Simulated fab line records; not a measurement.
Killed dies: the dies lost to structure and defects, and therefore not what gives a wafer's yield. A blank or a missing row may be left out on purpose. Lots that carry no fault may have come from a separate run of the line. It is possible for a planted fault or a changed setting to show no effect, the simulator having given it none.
fab line records + flow sky130
[record]
- lots = 7
- wafers = 21
- last_day = 50
route steps=708 shown VIA3@586 METAL4@598
lots with no fault: from the same line, run without faults
start_h: the number of hours between the record's first day and the start of the first shown wafer of the lot + wait_h: time in hours since the lot's previous step + " same as the row above + L1.1+2: a single row standing in for several wafers + - either no value or no given start + * or withheld: withheld + < > ~ a bound
route shown NAME@n: a module of which the file shows steps, and the number in the route of the first + usual: average and standard deviation across the fault-free wafers + same: alike in all rows + chamber/n: place in a boat + sites: per-site readings + _std_site: standard deviation of those values + _edge_site: the outer-site mean with the inner-site mean subtracted + radius_mm: for every site, how far away it sits from the centre of the wafer + mask NAME#n: copy n + behind: the last tool/chamber to shape the wafer + hold: the reason the lot was held/the length of the hold in hours/how it ended + device: the n, p or np transistor that did not switch + end of line: at the end of the route, the tests of the same wafers + for a step that has no rows: nothing shown but its recipe + killed: not the wafer's yield, but the dies lost to structure and defects at the first sort + map: a wafer's dies, x killed, . not, _ none there
set.NAME: the run value of the setting; set.NAME@STEP: its run value at that earlier step + model.NAME: the simulator's own value behind a step, which no gauge read
certain route steps with their lots: each step a table, each wafer a row
services: a tool's chamber out of use, with start hour (start_h, from the record's first day; less than 0 if before it), hours out, and reason
[[steps]]
[step SKY_VIA3_OVL_MEAS_13]
[usual]
- VIA3_OVL = -2/5.5
| lot.wafer | tool       | chamber | start_h | wait_h | VIA3_OVL[nm] |
|-----------|------------|---------|---------|--------|--------------|
| L410.2    | overlay-01 | -       | 958.82  | 0.1    | -3           |
| L410.4    | "          | -       | "       | "      | -6           |
| L410.6    | "          | -       | "       | "      | -1           |
| L417.2    | overlay-01 | -       | 1020.36 | 0.1    | -4           |
| L417.3    | "          | -       | "       | "      | -4           |
| L417.6    | "          | -       | "       | "      | -11          |
| L419.2    | overlay-02 | -       | 1030.30 | 0.1    | -9           |
| L419.3    | "          | -       | "       | "      | -9           |
| L419.6    | "          | -       | "       | "      | -6           |
| L420.3    | overlay-01 | -       | 1035.35 | 0.1    | -6           |
| L420.4    | "          | -       | "       | "      | -3           |
| L420.5    | "          | -       | "       | "      | 1            |
| L426.3    | overlay-02 | -       | 1066.75 | 0.1    | 4            |
| L426.4    | "          | -       | "       | "      | 3            |
| L426.5    | "          | -       | "       | "      | 4            |
| L427.3    | overlay-01 | -       | 1078.90 | 0.1    | 3            |
| L427.4    | "          | -       | "       | "      | -9           |
| L427.5    | "          | -       | "       | "      | 1            |
| L428.2    | overlay-02 | -       | 1091.99 | 0.1    | -12          |
| L428.4    | "          | -       | "       | "      | -5           |
| L428.6    | "          | -       | "       | "      | -7           |
[step SKY_VIA3_ETCH_14]
[recipe]
- chemistry = N2/H2
- target = BARC
- ion_energy_ev = 200
- source_w = 500
- bias_w = 100
- pressure_mtorr = 30
- n2_flow_sccm = 100
- h2_flow_sccm = 200
- stop_on = SiO2
- time_s = 45.9
- target_depth_a = 600
[usual]
- chamber_pressure_mTorr = 30.003/0.027
- drypump_motor_current_A = 5.7/0.51
- oes_product_au = 0.855/0.0053
- throttle_valve_pct = 13.225/0.009
| lot.wafer | tool        | chamber | start_h | wait_h | chamber_pressure_mTorr | drypump_motor_current_A | oes_product_au | rf_hours_counter_h | throttle_valve_pct |
|-----------|-------------|---------|---------|--------|------------------------|-------------------------|----------------|--------------------|--------------------|
| L410.2    | rie_diel-02 | 3       | 958.85  | 0.0    | 30.013                 | 6.4                     | 0.849          | 8                  | 13.235             |
| L410.4    | "           | 0       | "       | "      | 29.992                 | 5.2                     | 0.854          | 17                 | 13.229             |
| L410.6    | "           | 1       | "       | "      | 29.954                 | 6.0                     | 0.841          | -                  | 13.233             |
| L417.2    | rie_diel-04 | 1       | 1020.39 | 0.0    | 29.994                 | 6.2                     | 0.857          | 13                 | 13.207             |
| L417.3    | "           | 3       | "       | "      | 29.955                 | 6.1                     | 0.855          | 19                 | 13.213             |
| L417.6    | "           | 2       | "       | "      | 29.974                 | 5.3                     | 0.855          | -                  | 13.211             |
| L419.2    | rie_diel-03 | 3       | 1030.33 | 0.0    | 30.028                 | 6.5                     | 0.864          | 3                  | 13.227             |
| L419.3    | "           | 0       | "       | "      | 29.976                 | 5.6                     | 0.856          | 18                 | 13.225             |
| L419.6    | "           | 0       | "       | "      | 30.032                 | 5.6                     | 0.863          | -                  | 13.237             |
| L420.3    | rie_diel-02 | 2       | 1035.37 | 0.0    | 29.968                 | 5.2                     | 0.858          | 12                 | 13.220             |
| L420.4    | "           | 0       | "       | "      | 29.937                 | 5.2                     | 0.853          | 20                 | 13.209             |
| L420.5    | "           | 0       | "       | "      | 30.033                 | 5.2                     | 0.857          | -                  | 13.221             |
| L426.3    | rie_diel-04 | 2       | 1066.77 | 0.0    | 30.010                 | 5.4                     | 0.853          | 9                  | 13.224             |
| L426.4    | "           | 1       | "       | "      | 30.030                 | 6.2                     | 0.859          | 14                 | 13.234             |
| L426.5    | "           | 0       | "       | "      | 29.994                 | 5.5                     | 0.866          | -                  | 13.219             |
| L427.3    | rie_diel-03 | 2       | 1078.93 | 0.0    | 29.990                 | 4.8                     | 0.849          | 24                 | 13.222             |
| L427.4    | "           | 1       | "       | "      | 30.007                 | 5.7                     | 0.857          | 16                 | 13.224             |
| L427.5    | "           | 1       | "       | "      | 29.968                 | 5.6                     | 0.850          | -                  | 13.215             |
| L428.2    | rie_diel-04 | 3       | 1092.02 | 0.0    | 30.000                 | 6.1                     | 0.845          | 21                 | 13.230             |
| L428.4    | "           | 0       | "       | "      | 29.956                 | 5.5                     | 0.849          | 20                 | 13.219             |
| L428.6    | "           | 1       | "       | "      | 30.034                 | 6.2                     | 0.855          | -                  | 13.220             |
[step SKY_VIA3_ETCH_15]
[recipe]
- target = SiO2
- chemistry = C4F8/O2/Ar
- target_depth_nm = 507
- stop_on = TiN
- mask_material = KrF-thick
- source_w = 1500
- bias_w = 1200
- pressure_mtorr = 40
- c4f8_flow_sccm = withheld
- O2_flow_sccm = 6
- Ar_flow_sccm = 300
- time_s = 78
[usual]
- chamber_pressure_mTorr = 40.00/0.036
- oes_product_au = 0.946/0.0046
| lot.wafer | tool        | chamber | start_h | wait_h | chamber_pressure_mTorr | oes_product_au |
|-----------|-------------|---------|---------|--------|------------------------|----------------|
| L410.2    | rie_diel-02 | 3       | 958.89  | 0.0    | 40.03                  | 0.948          |
| L410.4    | "           | 0       | "       | "      | 39.99                  | 0.943          |
| L410.6    | "           | 1       | "       | "      | 39.94                  | 0.941          |
| L417.2    | rie_diel-04 | 1       | 1020.43 | 0.0    | 40.04                  | 0.943          |
| L417.3    | "           | 3       | "       | "      | 40.00                  | 0.941          |
| L417.6    | "           | 2       | "       | "      | 39.94                  | 0.942          |
| L419.2    | rie_diel-03 | 3       | 1030.37 | 0.0    | 39.98                  | 0.941          |
| L419.3    | "           | 0       | "       | "      | 40.00                  | 0.954          |
| L419.6    | "           | 0       | "       | "      | 39.99                  | 0.943          |
| L420.3    | rie_diel-02 | 2       | 1035.41 | 0.0    | 40.04                  | 0.949          |
| L420.4    | "           | 0       | "       | "      | 40.02                  | 0.946          |
| L420.5    | "           | 0       | "       | "      | 40.03                  | 0.945          |
| L426.3    | rie_diel-04 | 2       | 1066.81 | 0.0    | 39.99                  | 0.945          |
| L426.4    | "           | 1       | "       | "      | 39.98                  | 0.946          |
| L426.5    | "           | 0       | "       | "      | 40.03                  | 0.946          |
| L427.3    | rie_diel-03 | 2       | 1078.97 | 0.0    | 40.03                  | 0.947          |
| L427.4    | "           | 1       | "       | "      | 40.01                  | 0.948          |
| L427.5    | "           | 1       | "       | "      | 39.99                  | 0.939          |
| L428.2    | rie_diel-04 | 3       | 1092.06 | 0.0    | 40.01                  | 0.943          |
| L428.4    | "           | 0       | "       | "      | 39.98                  | 0.947          |
| L428.6    | "           | 1       | "       | "      | 40.02                  | 0.937          |
[step SKY_VIA3_STRIP_16]
[recipe]
- chemistry = O2/N2
- power_w = 1400
- pressure_mtorr = 1500
- platen_temp_c = withheld
- o2_flow_sccm = 3000
- n2_flow_sccm = 300
- overash_fraction = 0.5
[usual]
- chamber_pressure_mTorr = 1500.0/1.3
- drypump_motor_current_A = 5.6/0.36
- o2_flow_sccm = 3000/9.4
- oes_product_au = 0.402/0.005
- strip_time_to_endpoint_s = 4.127/0.027
| lot.wafer | tool            | chamber | start_h | wait_h | chamber_pressure_mTorr | drypump_motor_current_A | o2_flow_sccm | oes_product_au | rf_hours_counter_h | strip_time_to_endpoint_s |
|-----------|-----------------|---------|---------|--------|------------------------|-------------------------|--------------|----------------|--------------------|--------------------------|
| L410.2    | plasma_asher-01 | 1       | 958.95  | 0.0    | 1499.6                 | 5.2                     | 3002         | 0.402          | 52                 | 4.170                    |
| L410.4    | "               | 1       | "       | "      | 1502.1                 | 5.2                     | 3005         | 0.393          | -                  | 4.127                    |
| L410.6    | "               | 1       | "       | "      | 1497.7                 | 5.2                     | 2996         | 0.405          | -                  | 4.133                    |
| L417.2    | plasma_asher-04 | 1       | 1020.49 | 0.0    | 1497.9                 | 6.1                     | 3004         | 0.401          | 28                 | 4.144                    |
| L417.3    | "               | 0       | "       | "      | 1498.8                 | 6.0                     | 2978         | 0.402          | -                  | 4.159                    |
| L417.6    | "               | 1       | "       | "      | 1498.9                 | 6.0                     | 3008         | 0.402          | -                  | 4.112                    |
| L419.2    | plasma_asher-01 | 0       | 1030.43 | 0.0    | 1501.6                 | 5.2                     | 3004         | 0.409          | 59                 | 4.185                    |
| L419.3    | "               | 1       | "       | "      | 1499.5                 | 5.2                     | 2991         | 0.397          | -                  | 4.157                    |
| L419.6    | "               | 0       | "       | "      | 1500.7                 | 5.2                     | 3017         | 0.399          | -                  | 4.166                    |
| L420.3    | plasma_asher-01 | 1       | 1035.50 | 0.1    | 1500.4                 | 5.2                     | 2999         | 0.398          | -                  | 4.142                    |
| L420.4    | "               | 0       | "       | "      | 1499.0                 | 5.2                     | 3008         | 0.411          | -                  | 4.105                    |
| L420.5    | "               | 0       | "       | "      | 1499.7                 | 5.2                     | 3002         | 0.401          | -                  | 4.109                    |
| L426.3    | plasma_asher-04 | 1       | 1066.91 | 0.1    | 1499.0                 | 6.0                     | 2994         | 0.396          | -                  | 4.114                    |
| L426.4    | "               | 0       | "       | "      | 1499.7                 | 6.0                     | 2986         | 0.397          | -                  | 4.138                    |
| L426.5    | "               | 1       | "       | "      | 1499.0                 | 6.0                     | 2996         | 0.397          | -                  | 4.112                    |
| L427.3    | plasma_asher-01 | 1       | 1079.06 | 0.1    | 1499.9                 | 5.2                     | 2992         | 0.392          | -                  | 4.103                    |
| L427.4    | "               | 0       | "       | "      | 1499.8                 | 5.2                     | 3005         | 0.393          | -                  | 4.162                    |
| L427.5    | "               | 1       | "       | "      | 1500.0                 | 5.2                     | 3001         | 0.404          | -                  | 4.158                    |
| L428.2    | plasma_asher-01 | 1       | 1092.12 | 0.0    | 1499.4                 | 5.2                     | 3017         | 0.399          | 66                 | 4.118                    |
| L428.4    | "               | 0       | "       | "      | 1499.4                 | 5.2                     | 2994         | 0.406          | -                  | 4.110                    |
| L428.6    | "               | 0       | "       | "      | 1501.4                 | 5.2                     | 2997         | 0.402          | -                  | 4.124                    |
[step SKY_VIA3_STRIP_17]
[recipe]
- chemistry = post_etch_residue_remover
- time_s = 1200
- temp_c = 72.5
[step SKY_VIA3_CLEAN_18]
[recipe]
- chemistry = IPA
- time_s = 180
- temp_c = 25
[step SKY_VIA3_CLEAN_19]
[recipe]
- chemistry = O3/DIW
- dry = n2_spin
[step SKY_VIA3_SPUTTER_20]
[recipe]
- material = TiN
- target_thk_nm = 20
- chamber_pressure_pa = 5
- power_w = 4000
- time_s = 80
[step SKY_VIA3_CVD_21]
[recipe]
- material = W
- target_thk_nm = 390
- time_s = 117.31
- temp_c = 400
- pressure_torr = 40
[usual]
- heater_power_w = 882/24
| lot.wafer | tool     | chamber | start_h | wait_h | heater_power_w | since_wet_clean_h |
|-----------|----------|---------|---------|--------|----------------|-------------------|
| L410.2    | cvd_w-02 | 1       | 959.62  | 0.0    | 855            | 42                |
| L410.4    | "        | 1       | "       | "      | 858            | -                 |
| L410.6    | "        | 1       | "       | "      | 853            | -                 |
| L417.2    | cvd_w-02 | 1       | 1021.19 | 0.0    | 842            | 103               |
| L417.3    | "        | 1       | "       | "      | 863            | -                 |
| L417.6    | "        | 1       | "       | "      | 858            | -                 |
| L419.2    | cvd_w-01 | 1       | 1031.08 | 0.0    | 903            | 627               |
| L419.3    | "        | 0       | "       | "      | 866            | -                 |
| L419.6    | "        | 0       | "       | "      | 862            | -                 |
| L420.3    | cvd_w-02 | 1       | 1036.17 | 0.1    | 845            | -                 |
| L420.4    | "        | 0       | "       | "      | 896            | -                 |
| L420.5    | "        | 0       | "       | "      | 893            | -                 |
| L426.3    | cvd_w-02 | 1       | 1067.62 | 0.1    | 843            | -                 |
| L426.4    | "        | 0       | "       | "      | 922            | -                 |
| L426.5    | "        | 0       | "       | "      | 896            | -                 |
| L427.3    | cvd_w-02 | 1       | 1079.82 | 0.1    | 847            | -                 |
| L427.4    | "        | 0       | "       | "      | 872            | -                 |
| L427.5    | "        | 1       | "       | "      | 864            | -                 |
| L428.2    | cvd_w-01 | 0       | 1092.83 | 0.0    | 879            | 689               |
| L428.4    | "        | 1       | "       | "      | 911            | -                 |
| L428.6    | "        | 1       | "       | "      | 916            | -                 |
[step SKY_VIA3_RS_MEAS_22]
[recipe]
- thk_meas_gauge = four-point-probe
- reads = W_of_VIA3_CVD_21+TiN_of_VIA3_SPUTTER_20
[usual]
- VIA3_W_RS = 0.297/0.0035
| lot.wafer | tool          | chamber | start_h | wait_h | VIA3_W_RS[ohm/sq] |
|-----------|---------------|---------|---------|--------|-------------------|
| L410.2    | film_metro-01 | -       | 959.77  | 0.1    | 0.294             |
| L410.4    | "             | -       | "       | "      | 0.295             |
| L410.6    | "             | -       | "       | "      | 0.298             |
| L417.2    | film_metro-03 | -       | 1021.33 | 0.1    | 0.300             |
| L417.3    | "             | -       | "       | "      | 0.297             |
| L417.6    | "             | -       | "       | "      | 0.299             |
| L419.2    | film_metro-01 | -       | 1031.23 | 0.1    | 0.301             |
| L419.3    | "             | -       | "       | "      | 0.304             |
| L419.6    | "             | -       | "       | "      | 0.301             |
| L420.3    | film_metro-04 | -       | 1036.29 | 0.1    | 0.296             |
| L420.4    | "             | -       | "       | "      | 0.296             |
| L420.5    | "             | -       | "       | "      | 0.295             |
| L426.3    | film_metro-01 | -       | 1067.75 | 0.1    | 0.300             |
| L426.4    | "             | -       | "       | "      | 0.293             |
| L426.5    | "             | -       | "       | "      | 0.298             |
| L427.3    | film_metro-01 | -       | 1079.94 | 0.1    | 0.294             |
| L427.4    | "             | -       | "       | "      | 0.296             |
| L427.5    | "             | -       | "       | "      | 0.297             |
| L428.2    | film_metro-03 | -       | 1092.98 | 0.1    | 0.300             |
| L428.4    | "             | -       | "       | "      | 0.300             |
| L428.6    | "             | -       | "       | "      | 0.300             |
[step SKY_VIA3_THK_MEAS_23]
[recipe]
- thk_meas_gauge = xrf
- reads = W_of_VIA3_CVD_21
[usual]
- VIA3_W_THK = 393/6.3
| lot.wafer | tool          | chamber | start_h | wait_h | VIA3_W_THK[nm] |
|-----------|---------------|---------|---------|--------|----------------|
| L410.2    | film_metro-01 | -       | 959.88  | 0.1    | 399            |
| L410.4    | "             | -       | "       | "      | 399            |
| L410.6    | "             | -       | "       | "      | 393            |
| L417.2    | film_metro-03 | -       | 1021.44 | 0.1    | 391            |
| L417.3    | "             | -       | "       | "      | 401            |
| L417.6    | "             | -       | "       | "      | 394            |
| L419.2    | film_metro-01 | -       | 1031.34 | 0.1    | 392            |
| L419.3    | "             | -       | "       | "      | 386            |
| L419.6    | "             | -       | "       | "      | 388            |
| L420.3    | film_metro-04 | -       | 1036.39 | 0.1    | 394            |
| L420.4    | "             | -       | "       | "      | 392            |
| L420.5    | "             | -       | "       | "      | 395            |
| L426.3    | film_metro-01 | -       | 1067.85 | 0.1    | 392            |
| L426.4    | "             | -       | "       | "      | 404            |
| L426.5    | "             | -       | "       | "      | 397            |
| L427.3    | film_metro-01 | -       | 1080.04 | 0.1    | 405            |
| L427.4    | "             | -       | "       | "      | 400            |
| L427.5    | "             | -       | "       | "      | 402            |
| L428.2    | film_metro-03 | -       | 1093.09 | 0.1    | 387            |
| L428.4    | "             | -       | "       | "      | 388            |
| L428.6    | "             | -       | "       | "      | 387            |
[step SKY_VIA3_CMP_24]
[recipe]
- stop_on = SiO2
- t_overpolish_s = 20
- down_force_psi = 3.5
- platen_rpm = 60
- target_thk_nm = 0
- pad_velocity_m_s = 0.94248
[step SKY_METAL4_SPUTTER_00]
[recipe]
- material = Ti
- target_thk_nm = 15
- power_w = 3000
- time_s = 10.35
- chamber_pressure_pa = 0.4
[usual]
- cathode_dc_power_W = 3000.0/0.54
- chamber_pressure_pa = 0.4001/0.00079
- throttle_valve_pct = 29.7/1.3
| lot.wafer | tool           | chamber | start_h | wait_h | cathode_dc_power_W | chamber_pressure_pa | throttle_valve_pct |
|-----------|----------------|---------|---------|--------|--------------------|---------------------|--------------------|
| L410.2    | pvd_sputter-03 | -       | 960.23  | 0.1    | 3000.3             | 0.3999              | 30.2               |
| L410.4    | "              | -       | "       | "      | 3000.0             | 0.4003              | 31.4               |
| L410.6    | "              | -       | "       | "      | 3000.0             | 0.3997              | 28.3               |
| L417.2    | pvd_sputter-02 | -       | 1021.79 | 0.1    | -                  | -                   | -                  |
| L417.3    | "              | -       | "       | "      | -                  | -                   | -                  |
| L417.6    | "              | -       | "       | "      | -                  | -                   | -                  |
| L419.2    | pvd_sputter-01 | -       | 1031.75 | 0.2    | -                  | -                   | -                  |
| L419.3    | "              | -       | "       | "      | -                  | -                   | -                  |
| L419.6    | "              | -       | "       | "      | -                  | -                   | -                  |
| L420.3    | pvd_sputter-01 | -       | 1036.73 | 0.1    | -                  | -                   | -                  |
| L420.4    | "              | -       | "       | "      | -                  | -                   | -                  |
| L420.5    | "              | -       | "       | "      | -                  | -                   | -                  |
| L426.3    | pvd_sputter-03 | -       | 1068.19 | 0.2    | 3000.9             | 0.4005              | 29.6               |
| L426.4    | "              | -       | "       | "      | 2999.5             | 0.4004              | 30.1               |
| L426.5    | "              | -       | "       | "      | 2998.7             | 0.4009              | 30.1               |
| L427.3    | pvd_sputter-01 | -       | 1080.40 | 0.1    | 3000.3             | 0.3997              | 31.7               |
| L427.4    | "              | -       | "       | "      | 3000.1             | 0.3994              | 29.3               |
| L427.5    | "              | -       | "       | "      | 2999.1             | 0.3990              | 31.8               |
| L428.2    | pvd_sputter-02 | -       | 1093.44 | 0.1    | 3000.0             | 0.3999              | 28.0               |
| L428.4    | "              | -       | "       | "      | 3000.6             | 0.4009              | 29.4               |
| L428.6    | "              | -       | "       | "      | 3000.4             | 0.4005              | 29.2               |
[step SKY_METAL4_SPUTTER_01]
[recipe]
- material = TiN
- target_thk_nm = 20
- power_w = 6500
- time_s = 16.7
- chamber_pressure_pa = 0.4
[usual]
- cathode_dc_power_W = 6500.2/1.1
- chamber_pressure_pa = 0.4000/0.00079
- throttle_valve_pct = 29.7/1.3
| lot.wafer | tool           | chamber | start_h | wait_h | cathode_dc_power_W | chamber_pressure_pa | throttle_valve_pct |
|-----------|----------------|---------|---------|--------|--------------------|---------------------|--------------------|
| L410.2    | pvd_sputter-03 | -       | 960.25  | 0.0    | 6500.0             | 0.3995              | 30.1               |
| L410.4    | "              | -       | "       | "      | 6498.2             | 0.3997              | 31.2               |
| L410.6    | "              | -       | "       | "      | 6500.3             | 0.4007              | 28.2               |
| L417.2    | pvd_sputter-02 | -       | 1021.81 | 0.0    | 6500.7             | 0.4003              | 29.4               |
| L417.3    | "              | -       | "       | "      | 6499.5             | 0.3999              | 28.0               |
| L417.6    | "              | -       | "       | "      | 6498.7             | 0.4003              | 29.2               |
| L419.2    | pvd_sputter-01 | -       | 1031.77 | 0.0    | 6503.0             | 0.3992              | 27.9               |
| L419.3    | "              | -       | "       | "      | 6500.3             | 0.3997              | 29.2               |
| L419.6    | "              | -       | "       | "      | 6499.5             | 0.4002              | 28.1               |
| L420.3    | pvd_sputter-01 | -       | 1036.75 | 0.0    | 6499.8             | 0.4013              | 32.0               |
| L420.4    | "              | -       | "       | "      | 6500.0             | 0.4007              | 32.0               |
| L420.5    | "              | -       | "       | "      | 6502.1             | 0.3991              | 28.9               |
| L426.3    | pvd_sputter-03 | -       | 1068.21 | 0.0    | 6501.7             | 0.3992              | 29.7               |
| L426.4    | "              | -       | "       | "      | 6499.8             | 0.3999              | 30.1               |
| L426.5    | "              | -       | "       | "      | 6500.3             | 0.3991              | 29.7               |
| L427.3    | pvd_sputter-01 | -       | 1080.43 | 0.0    | 6501.1             | 0.3998              | 31.8               |
| L427.4    | "              | -       | "       | "      | 6500.9             | 0.3991              | 29.3               |
| L427.5    | "              | -       | "       | "      | 6500.9             | 0.3997              | 31.8               |
| L428.2    | pvd_sputter-02 | -       | 1093.46 | 0.0    | 6501.8             | 0.4009              | 28.1               |
| L428.4    | "              | -       | "       | "      | 6499.3             | 0.4006              | 29.2               |
| L428.6    | "              | -       | "       | "      | 6500.6             | 0.3986              | 29.3               |
[[services]]
| tool           | chamber | start_h | hours | kind   |
|----------------|---------|---------|-------|--------|
| rie_diel-04    | 3       | 939.36  | 9.7   | repair |
| cvd_w-02       | 1       | 943.79  | 13.4  | repair |
| rie_diel-02    | -       | 950.67  | 0.4   | repair |
| rie_diel-04    | 3       | 985.38  | 8.4   | repair |
| cvd_w-02       | -       | 988.63  | 14.6  | pm     |
| pvd_sputter-01 | -       | 1002.54 | 1.3   | repair |
| rie_diel-04    | 1       | 1030.59 | 3.0   | repair |
| rie_diel-02    | 1       | 1052.08 | 57.6  | repair |
| pvd_sputter-02 | -       | 1064.29 | 6.9   | repair |
| rie_diel-04    | 3       | 1073.49 | 4.2   | repair |
| rie_diel-03    | 0       | 1088.33 | 5.5   | repair |
| pvd_sputter-02 | -       | 1088.73 | 0.6   | repair |
[[key]]
[first_sign]
- step = SKY_METAL4_SPUTTER_00
- reading = tool_record
- direction = missing
effect none on later readings
met_at SKY_METAL4_SPUTTER_00
struck_wafers L417.2,L417.3,L417.6,L419.2,L419.3,L419.6,L420.3,L420.4,L420.5
later_rows_left_out L417.2,L417.3,L417.6,L419.2,L419.3,L419.6,L420.3,L420.4,L420.5
sort_left_out L417.2,L417.3,L417.6,L419.2,L419.3,L419.6,L420.3,L420.4,L420.5
[fault]
- kind = skipped_step_whole
- tool = pvd_sputter-01,pvd_sputter-02
- chamber = -
- onset_h = 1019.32
- steps = SKY_METAL4_SPUTTER_00
- scope = struck_lots_only
// sort_left_out: the simulated sort isn't trusted on such a fault, so these wafers' sort isn't shown, and their yield isn't known
// later_rows_left_out: the simulator's readings of these wafers behind a module that went badly wrong aren't trusted and aren't shown, but for the sort
